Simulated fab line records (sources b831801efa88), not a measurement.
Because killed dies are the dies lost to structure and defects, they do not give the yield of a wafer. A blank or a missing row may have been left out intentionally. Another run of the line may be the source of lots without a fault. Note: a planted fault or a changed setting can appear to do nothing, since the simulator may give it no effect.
What tool caused it? || flow sky130 || Sampling: 7 lots, 21 wafers, 2 of 708 route steps

## WHAT THE GAUGES SHOWED, per wafer
SKY_SONOS_TUNNEL_CD_MEAS_07: target cd 410 nm.
{"lot": "L166", "measured": "day 11 16:17", "on": "cd_sem-01", "cd_nm (nm)": "411.2 411.3 412.3"}
{"lot": "L168", "measured": "day 12 09:42", "on": "cd_sem-01", "cd_nm (nm)": "413.5 411.9 411.2"}
{"lot": "L170", "measured": "day 13 05:28", "on": "cd_sem-01", "cd_nm (nm)": "409.6 408.7 407.4"}
{"lot": "L172", "measured": "day 13 19:49", "on": "cd_sem-01", "cd_nm (nm)": "409.7 408.6 409.7"}
{"lot": "L174", "measured": "day 14 08:58", "on": "cd_sem-02", "cd_nm (nm)": "409.7 409.7 409.8"}
{"lot": "L180", "measured": "day 16 07:16", "on": "cd_sem-01", "cd_nm (nm)": "369.1 369.3 369.6"}
{"lot": "L188", "measured": "day 19 04:53", "on": "cd_sem-01", "cd_nm (nm)": "410.3 408.1 409.4"}

## WHAT TOOL EACH LOT RAN ON (gives the tool, then ch and the chambers of the sampled wafers, and finally the start)
{"lot": "L166", "SKY_SONOS_TUNNEL_DEVELOP_06": "litho_track-01 ch 0, day 11 16:08"}
{"lot": "L168", "SKY_SONOS_TUNNEL_DEVELOP_06": "litho_track-03 ch 0, day 12 09:33"}
{"lot": "L170", "SKY_SONOS_TUNNEL_DEVELOP_06": "litho_track-03 ch 0, day 13 05:19"}
{"lot": "L172", "SKY_SONOS_TUNNEL_DEVELOP_06": "litho_track-02 ch 0, day 13 19:40"}
{"lot": "L174", "SKY_SONOS_TUNNEL_DEVELOP_06": "litho_track-03 ch 0, day 14 08:42"}
{"lot": "L180", "SKY_SONOS_TUNNEL_DEVELOP_06": "litho_track-03 ch 0, day 16 07:07"}
{"lot": "L188", "SKY_SONOS_TUNNEL_DEVELOP_06": "litho_track-01 ch 0, day 19 04:44"}
- SKY_SONOS_TUNNEL_DEVELOP_06: develop time 60 s.

## THE ANSWER, worked out from the rows above alone
Rule: usual is defined by the lots themselves. Put in order of their means at a reading, lots are off if they are a third of the lots or fewer, leave a main group of 4 or more, and stand apart from it by a gap of 3 or more times the standard deviation of the main group's means; of several such gaps the widest counts. A main group whose means are all the same, to the digits that the tables above print for the reading, isn't used. A lot without any number at a reading at which 4 lots or more have one is off too. Any other lot the step has rows for is counted as sound.
Off: L180, at SKY_SONOS_TUNNEL_CD_MEAS_07 (cd_nm). Main group: mean 410.1 nm, sd 1.3.
A tool fits if, at a process step before that reading, it ran every lot that is off, and no sound lot after the first of them. Those tools and the gauges at SKY_SONOS_TUNNEL_CD_MEAS_07 are tried in the same way. One candidate fits, namely litho_track-03 at SKY_SONOS_TUNNEL_DEVELOP_06. Its last sound lot is L174 (day 14 08:42), its first lot that is off L180 (day 16 07:07): a fault that began between those two fits.

## WHAT THE SIMULATOR HAD INSERTED
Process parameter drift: litho_track-03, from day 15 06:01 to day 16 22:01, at SKY_SONOS_TUNNEL_DEVELOP_06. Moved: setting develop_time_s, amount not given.
Struck lots among those shown: L180. The same result came from the rule above.
